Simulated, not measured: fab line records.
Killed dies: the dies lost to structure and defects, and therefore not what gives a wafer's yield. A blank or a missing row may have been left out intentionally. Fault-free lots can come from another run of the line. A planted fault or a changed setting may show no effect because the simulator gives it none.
Which tool was responsible? + flow sky130 + 36 wafers from 12 lots sampled at 3 of the route's 708 steps

WHAT THE GAUGES READ, wafer by wafer
SKY_VIA3_BOW_MEAS_03. Usual: VIA3_BOW gives 80 um (standard deviation 6.1).
| lot  | measured     | on           | VIA3_BOW (um) | flag |
|------|--------------|--------------|---------------|------|
| L183 | day 38 05:56 | filmMetro-04 | 78 72 76      |      |
| L185 | day 38 22:01 | filmMetro-03 | 87 81 78      |      |
| L186 | day 39 04:46 | filmMetro-02 | 87 82 85      |      |
| L187 | day 39 10:45 | filmMetro-04 | 84 75 74      |      |
| L188 | day 41 04:22 | filmMetro-02 | 71 87 90      |      |
| L189 | day 41 05:48 | filmMetro-03 | 84 72 73      |      |
| L192 | day 41 15:37 | filmMetro-03 | 73 86 79      |      |
| L195 | day 42 06:23 | filmMetro-03 | 78 90 85      |      |
| L194 | day 42 10:21 | filmMetro-02 | 79 74 76      |      |
| L203 | day 44 19:20 | filmMetro-02 | 78 78 65      |      |
| L204 | day 45 06:36 | filmMetro-02 | 80 80 79      |      |
| L205 | day 45 07:34 | filmMetro-04 | 80 72 80      |      |

SKY_VIA3_OVL_MEAS_13. Usual: VIA3_OVL gives -3 nm (standard deviation 5).
| lot  | measured     | on         | VIA3_OVL (nm) | flag |
|------|--------------|------------|---------------|------|
| L183 | day 39 07:15 | overlay-01 | -3 -6 -6      |      |
| L185 | day 39 22:20 | overlay-02 | -9 -5 -2      |      |
| L186 | day 40 05:02 | overlay-01 | 4 -1 1        |      |
| L187 | day 40 11:05 | overlay-02 | -1 -1 -6      |      |
| L188 | day 42 04:09 | overlay-02 | -8 7 -1       |      |
| L189 | day 42 05:22 | overlay-01 | 6 -3 1        |      |
| L192 | day 42 14:10 | overlay-01 | 0 -1 -4       |      |
| L195 | day 43 02:57 | overlay-01 | 8 -3 -3       |      |
| L194 | day 43 08:27 | overlay-01 | -2 -2 -8      |      |
| L203 | day 45 16:45 | overlay-02 | -12 -2 -9     |      |
| L204 | day 46 03:15 | overlay-01 | -2 7 7        |      |
| L205 | day 46 04:10 | overlay-02 | -11 -2 -6     |      |

WHICH TOOL RAN EACH LOT (tool, then ch and the chambers of the sampled wafers, then the start)
| lot  | SKY_VIA2_ETCH_14                  |
|------|-----------------------------------|
| L183 | rieDiel-01 ch 1,2, day 35 22:52   |
| L185 | rieDiel-03 ch 0,2,3, day 36 15:10 |
| L186 | rieDiel-01 ch 0,1,3, day 36 22:07 |
| L187 | rieDiel-01 ch 1,2,3, day 37 05:11 |
| L188 | rieDiel-04 ch 0,2,3, day 38 23:29 |
| L189 | rieDiel-03 ch 0,1,3, day 39 00:22 |
| L192 | rieDiel-01 ch 1,2,3, day 39 10:28 |
| L195 | rieDiel-01 ch 1,3, day 39 22:16   |
| L194 | rieDiel-01 ch 1,2,3, day 40 04:43 |
| L203 | rieDiel-04 ch 1,3, day 42 19:41   |
| L204 | rieDiel-04 ch 0,3, day 43 06:31   |
| L205 | rieDiel-03 ch 1,2,3, day 43 06:52 |
- SKY_VIA2_ETCH_14: etches BARC in N2/H2, stops on SiO2, time 45.9 s, target depth 60 nm.

WHAT THE TOOLS THEMSELVES READ (means of the sampled wafers that have a number; where no wafer has one, the mark that the record gives instead)
SKY_VIA2_ETCH_14. Usual: drypumpMotorCurrentA 5.4 A, standard deviation 0.45; n2FlowSccm 100.00 sccm, standard deviation 0.3; oesProductAu 0.855 a.u., standard deviation 0.0047; throttleValvePct 13.225 %, standard deviation 0.009.
| lot  | tool       | drypumpMotorCurrentA (A) | n2FlowSccm (sccm) | oesProductAu (a.u.) | throttleValvePct (%) | flag |
|------|------------|--------------------------|-------------------|---------------------|----------------------|------|
| L183 | rieDiel-01 | 5.6                      | 99.97             | 0.850               | 13.221               |      |
| L185 | rieDiel-03 | 5.8                      | 100.01            | 0.855               | 13.228               |      |
| L186 | rieDiel-01 | 5.3                      | 100.13            | 0.855               | 13.227               |      |
| L187 | rieDiel-01 | 5.5                      | 100.15            | 0.855               | 13.222               |      |
| L188 | rieDiel-04 | 5.2                      | 100.13            | 0.852               | 13.223               |      |
| L189 | rieDiel-03 | 5.5                      | 99.89             | 0.860               | 13.241               |      |
| L192 | rieDiel-01 | 5.5                      | 100.03            | 0.854               | 13.229               |      |
| L195 | rieDiel-01 | 5.2                      | 100.15            | 0.856               | 13.223               |      |
| L194 | rieDiel-01 | 5.5                      | 99.94             | 0.857               | 13.225               |      |
| L203 | rieDiel-04 | 5.6                      | 100.10            | 0.859               | 13.229               |      |
| L204 | rieDiel-04 | 5.5                      | 100.03            | 0.858               | 13.218               |      |
| L205 | rieDiel-03 | 5.3                      | 99.93             | 0.852               | 13.226               |      |

THE ANSWER, worked out from the rows above alone
Rule: a lot counts as off when the mean over its wafers that have a number is more than 3 standard deviations away from the usual mean. Also off: a lot with no number at a reading for which 4 or more lots have one. The other lots that the step has rows for count as sound. After the gauges, taken in route order, come the tools' own readings; for these a lot's mean is taken, as printed above. The first step at which some lot is off is used, and at that step the reading that is off furthest; a lot without a number counts as furthest.
Nothing can be told from this: no lot is off at any reading shown.

WHAT THE SIMULATOR PUT IN
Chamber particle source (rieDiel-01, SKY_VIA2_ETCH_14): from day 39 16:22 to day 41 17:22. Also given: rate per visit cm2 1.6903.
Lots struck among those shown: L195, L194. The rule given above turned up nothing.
